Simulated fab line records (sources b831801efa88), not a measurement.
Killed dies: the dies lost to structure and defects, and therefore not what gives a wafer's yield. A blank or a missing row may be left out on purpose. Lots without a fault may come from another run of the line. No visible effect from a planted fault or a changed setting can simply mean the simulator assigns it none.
Code-filled problem report in 8D (eight disciplines) form    flow sky130    the parts of the form that need people (team, actions taken, sign-off) are left out

## 1. THE PROBLEM
On 2 wafers of 1 lot, run length s at SKY_VIA3_ETCH_14 has a mean of 51.3 s; fault-free wafers read 74.1 s, standard deviation 0.42. Measured from the usual mean, that is -54 standard deviations.
The step: etches BARC in N2/H2, stops on SiO2, time 45.9 s, target depth 60 nm.
First observed at day 43 01:08: wafer L276.1, on rie diel-02. The record holds 38 wafers of 13 lots with a number at this step. Rule for "out" (also "out of limits"): further than 4 standard deviations from the usual mean. Any other wafer with a number is counted as sound.

## 2. WHAT IT IS; WHAT IT IS NOT
question                     is                            is not
which readings at this step  run length s, oes product au  drypump motor current A, h2 flow sccm, throttle valve pct
which lots                   L276                          L265, L266, L267, L268, L270, L271, L272, L273, L284, L285, L286, L288
which wafers of those lots   all that have a number        -
read on which tools          rie diel-02                   rie diel-03, rie diel-04
when                         from day 43 01:08             up to then (24 sound wafers); but 12 sound wafers of L284, L285, L286, L288 came after

## 3. WHAT RULES OUT EACH SUSPECT
Counting: a tool stays on the suspect list if, at a process step up to the reading, it processed all lots that are out and no sound lot following the first of them.
- rie metal-01 at SKY_METAL2_METAL_ETCH_19 (etches the open film in Cl2/BCl3, stops on SiO2, target depth 360 nm, time 78 s): kept. It ran the lot that is out, L276 (day 38 18:58), and no sound lot after that.
- rie diel-02 at SKY_VIA3_ETCH_14 (etches BARC in N2/H2, stops on SiO2, time 45.9 s, target depth 60 nm): kept. It ran the lot that is out, L276 (day 43 01:08), and no sound lot after that; its last sound lot up to then is L273 (day 42 04:20). On those wafers its own readings are out: oes product au, run length s.
Left after counting: rie metal-01 at SKY_METAL2_METAL_ETCH_19, rie diel-02 at SKY_VIA3_ETCH_14.

## 4. THE CAUSE (what the simulator had put in)
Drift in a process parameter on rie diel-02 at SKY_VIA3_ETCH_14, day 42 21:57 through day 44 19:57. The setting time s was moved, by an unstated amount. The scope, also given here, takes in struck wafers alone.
After counting, 2 suspects remain, this tool included.

## 5. THE CHAIN OF EFFECTS, in route order
Each row: a reading whose mean over the struck wafers that have a number lies more than 3 standard deviations from the usual. Only readings whose record carries a usual standard deviation are examined. hours: median over the lots of the time between each lot's start at the first step of this table that gives one and its start at this step. sigmas: the change, counted in usual standard deviations.
hours  step               reading                   usual       on struck wafers  change  sigmas
0      SKY_VIA3_ETCH_14   oes product au            0.854 a.u.  0.996             +0.142  +28
0      SKY_VIA3_ETCH_14   run length s              74.1 s      51.3              -22.8   -54
0      SKY_VIA3_ETCH_15   oes product au            0.945 a.u.  0.377             -0.568  -99 or more
0      SKY_VIA3_STRIP_16  oes product au            0.402 a.u.  0.415             +0.013  +3.1
0      SKY_VIA3_STRIP_16  strip time to endpoint s  4.130 s     4.354             +0.224  +10
Its process steps:
- SKY_VIA3_ETCH_14: etches BARC in N2/H2, stops on SiO2, time 45.9 s, target depth 60 nm.
- SKY_VIA3_ETCH_15: etches SiO2 in C4F8/O2/Ar, stops on TiN, target depth 507 nm, time 78 s.
- SKY_VIA3_STRIP_16: strips in O2/N2.

## 6. HOW IT WOULD HAVE BEEN CAUGHT EARLIER
In this record the first reading out of limits was taken at day 43 01:08, 3 hours after the fault began at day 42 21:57.
